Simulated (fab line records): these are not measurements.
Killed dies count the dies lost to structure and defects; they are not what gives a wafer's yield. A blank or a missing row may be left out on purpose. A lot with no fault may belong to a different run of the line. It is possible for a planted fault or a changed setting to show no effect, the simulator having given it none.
Which of the tools did it? + flow sky130 + Sampling: 11 lots, 33 wafers, 3 of 708 route steps

WHAT THE GAUGES SHOWED, per wafer
SKY_CONTACT_CD_MEAS_14 targets a cd of 170 nm. Usual: 169.7 nm for cdNm, sd 1.6.
| lot  | measured     | on       | cdNm (nm)         | flag |
|------|--------------|----------|-------------------|------|
| L114 | day 31 18:49 | cdSem-02 | 169.9 169.1 169.5 |      |
| L118 | day 33 01:38 | cdSem-01 | 170.4 171.7 170.6 |      |
| L117 | day 33 04:11 | cdSem-02 | 170.3 171.1 170.8 |      |
| L124 | day 35 00:04 | cdSem-01 | 169.1 168.1 168.0 |      |
| L125 | day 35 10:09 | cdSem-02 | 167.4 166.8 170.0 |      |
| L126 | day 35 14:10 | cdSem-01 | 170.0 170.7 169.0 |      |
| L131 | day 37 02:03 | cdSem-01 | 171.2 170.4 169.5 |      |
| L133 | day 37 18:19 | cdSem-02 | 167.5 167.2 168.2 |      |
| L135 | day 38 04:19 | cdSem-02 | 169.7 170.9 170.2 |      |
| L136 | day 38 06:23 | cdSem-01 | 171.2 171.3 171.4 |      |
| L137 | day 38 18:11 | cdSem-01 | 172.9 173.4 172.9 |      |

SKY_METAL1_OVL_MEAS_16. Usual: for METAL1_OVL the level is 2 nm and the standard deviation is 6.
| lot  | measured     | on         | METAL1_OVL (nm) | flag |
|------|--------------|------------|-----------------|------|
| L114 | day 32 22:49 | overlay-01 | 13 5 15         |      |
| L118 | day 34 05:52 | overlay-02 | -3 2 0          |      |
| L117 | day 34 08:31 | overlay-02 | 7 9 0           |      |
| L124 | day 36 04:00 | overlay-02 | -2 -4 -3        |      |
| L125 | day 36 14:31 | overlay-01 | 9 14 9          |      |
| L126 | day 36 18:08 | overlay-02 | -4 1 2          |      |
| L131 | day 38 04:48 | overlay-01 | 12 9 5          |      |
| L133 | day 38 21:26 | overlay-02 | -4 1 -7         |      |
| L135 | day 39 07:07 | overlay-02 | 3 0 5           |      |
| L136 | day 39 09:57 | overlay-02 | 5 -2 -2         |      |
| L137 | day 39 19:57 | overlay-01 | -2 -5 -9        |      |

EACH LOT AND THE TOOL THAT RAN IT (in order: tool; ch and the chambers of the sampled wafers; start)
| lot  | SKY_METAL1_SPUTTER_04       |
|------|-----------------------------|
| L114 | pvdSputter-01, day 31 20:27 |
| L118 | pvdSputter-01, day 33 03:14 |
| L117 | pvdSputter-03, day 33 05:47 |
| L124 | pvdSputter-01, day 35 01:38 |
| L125 | pvdSputter-01, day 35 11:44 |
| L126 | pvdSputter-03, day 35 15:49 |
| L131 | pvdSputter-04, day 37 03:40 |
| L133 | pvdSputter-01, day 37 19:56 |
| L135 | pvdSputter-01, day 38 05:56 |
| L136 | pvdSputter-04, day 38 07:58 |
| L137 | pvdSputter-04, day 38 19:47 |
- SKY_METAL1_SPUTTER_04: material TiN, target thk 70 nm, time 58.3 s.

WHAT THE TOOLS THEMSELVES READ (means of the sampled wafers that have a number; where no wafer has one, the mark that the record gives instead)
SKY_METAL1_SPUTTER_04. Usual: 30.5 % for throttleValvePct, sd 1.1.
| lot  | tool          | throttleValvePct (%) | flag |
|------|---------------|----------------------|------|
| L114 | pvdSputter-01 | 29.6                 |      |
| L118 | pvdSputter-01 | 31.4                 |      |
| L117 | pvdSputter-03 | 30.2                 |      |
| L124 | pvdSputter-01 | 30.9                 |      |
| L125 | pvdSputter-01 | 31.2                 |      |
| L126 | pvdSputter-03 | 30.4                 |      |
| L131 | pvdSputter-04 | 30.3                 |      |
| L133 | pvdSputter-01 | 30.0                 |      |
| L135 | pvdSputter-01 | 30.9                 |      |
| L136 | pvdSputter-04 | 30.0                 |      |
| L137 | pvdSputter-04 | 30.6                 |      |

THE ANSWER, worked out from the rows above alone
Rule: a lot counts as off when the mean over its wafers that have a number is more than 3 standard deviations away from the usual mean. Also off: a lot with no number at a reading for which 4 or more lots have one. All remaining lots with rows at the step are treated as sound. Order of review: gauges by route order, followed by the tools' own readings, for which a lot's mean as printed above is used. The first step at which some lot is off is used, and at that step the reading that is off furthest; a lot without a number counts as furthest.
No lot is off at any reading shown: from this, nothing can be told.

WHAT THE SIMULATOR HAD INSERTED
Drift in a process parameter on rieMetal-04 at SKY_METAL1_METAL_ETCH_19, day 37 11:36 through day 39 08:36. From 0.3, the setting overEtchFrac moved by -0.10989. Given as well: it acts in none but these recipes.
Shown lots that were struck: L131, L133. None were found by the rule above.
